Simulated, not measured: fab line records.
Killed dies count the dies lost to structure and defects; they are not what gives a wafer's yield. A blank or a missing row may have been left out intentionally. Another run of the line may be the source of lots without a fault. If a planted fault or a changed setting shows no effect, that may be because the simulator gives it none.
A lot that was struck, set against a sound lot :: flow sfq_line :: 18 steps out of a route of 325
Sound: the wafers L650.1, L650.3, L650.5. Struck: wafer L645.3 (left out: L645.6, a lot-mate that was not struck); the cause follows at the end.
Per side, at each step with rows, come the tool, then ch with its chambers, and then its first start. Under that, the readings that differ: sound wafers :: struck wafers :: difference of the means :: sigmas: that difference in standard deviations of wafers without a fault.
alike: same words and numbers on both sides, and readings whose means sit less than 2 such deviations apart. not compared: any withheld reading, any reading some wafer has no value for, any bound like >300 that may hide the same value, and any number with overlapping values for which the record gives no deviation.
A row with sigmas, a row that says differs or no value, or rows on one side alone: a step with any of these is where the two part. When numbers do not overlap yet have no deviation, they are printed without sigmas and do not part them. Lack of a reading on every wafer of one side parts them only where that side has two or more wafers.

first, 5 steps without rows for these wafers: SFQ_TRILAYER_I7_VIA_LITHO_COAT_187 (resist thk 650 nm); SFQ_TRILAYER_I7_VIA_LITHO_SOFTBAKE_191; SFQ_TRILAYER_I7_VIA_LITHO_EXPOSE_188 (exposes mask I7, target cd 1000 nm); SFQ_TRILAYER_I7_VIA_LITHO_PEB_190 (peb time 60 s); SFQ_TRILAYER_I7_VIA_LITHO_DEVELOP_189 (time 60 s).
SFQ_I7_OVL_MEAS_947:
  sound: overlay-02 at day 83 04:52; struck: overlay-01 at day 80 19:07
  alike: I7_OVL
SFQ_TRILAYER_I7_VIA_BARC_OPEN_VIA_ETCH_260: etches BARC in O2, target depth 125 nm, time 41.7 s.
  sound on rie_diel-02 ch 0,2, day 83 04:55; struck on rie_diel-04 ch 3, day 80 19:08
  alike: drypump_motor_current_A, oes_product_au
  not compared: rf_hours_counter_h
SFQ_TRILAYER_I7_VIA_ETCH_VIA_ETCH_190: etches SiO2 in CHF3, stops on Nb, target depth 260 nm.
  sound on rie_diel-02 ch 0,2, day 83 04:57; struck on rie_diel-04 ch 3, day 80 19:11
  alike: drypump_motor_current_A, oes_product_au
SFQ_TRILAYER_I7_VIA_STRIP_STRIP_191: strips in O2.
  sound on rie_metal-03 ch 0, day 83 05:04; struck on rie_metal-04 ch 1, day 80 19:30
  alike: drypump_motor_current_A, oes_product_au, platen_temp_c
  not compared: rf_hours_counter_h
then, 3 steps without rows for these wafers: SFQ_TRILAYER_I7_VIA_STRIP_SOLV_CLEAN_192 (cleans in NMP, time 600 s); SFQ_TRILAYER_M8_LITHO_LOR_COAT_197; SFQ_TRILAYER_M8_LITHO_LOR_BAKE_198.
SFQ_TRILAYER_M8_LITHO_COAT_193: resist thk 600 nm.
  sound on litho_track-02 ch 0, day 83 06:00; struck on litho_track-03 ch 0, day 80 21:00
reading: model.KrF_of_TRILAYER_M8_LITHO_COAT_193.thk_nm (nm)
sound: 602 602.2 599.6
struck: 561.4
difference: -39.9
sigmas: 
  alike: chill_plate_temp_C
then, 3 steps without rows for these wafers: SFQ_TRILAYER_M8_LITHO_SOFTBAKE_199; SFQ_TRILAYER_M8_LITHO_EXPOSE_194 (exposes mask M8, target cd 2000 nm); SFQ_TRILAYER_M8_LITHO_PEB_196 (peb time 60 s).
SFQ_TRILAYER_M8_LITHO_DEVELOP_195: img clear 15 s, time 55 s.
  sound on litho_track-02 ch 0, day 83 10:16; struck on litho_track-04 ch 0, day 81 10:32
reading: chill_plate_temp_C (C)
sound: 22.99 23.07 22.91
struck: 23.23
difference: +0.24
sigmas: +2

reading: model.KrF_of_TRILAYER_M8_LITHO_COAT_193.thk_nm (nm)
sound: 577.8 577.9 575.3
struck: 537.1
difference: -39.9
sigmas: 
SFQ_M8_OVL_MEAS_948:
  sound: overlay-01 at day 83 10:25; struck: overlay-02 at day 81 10:39
  alike: M8_OVL

WHERE THEY PART
SFQ_TRILAYER_M8_LITHO_DEVELOP_195 only, going by this record. Later steps at which nothing parts them and some readings are alike: SFQ_M8_OVL_MEAS_948.

WHY: the cause the simulator had injected
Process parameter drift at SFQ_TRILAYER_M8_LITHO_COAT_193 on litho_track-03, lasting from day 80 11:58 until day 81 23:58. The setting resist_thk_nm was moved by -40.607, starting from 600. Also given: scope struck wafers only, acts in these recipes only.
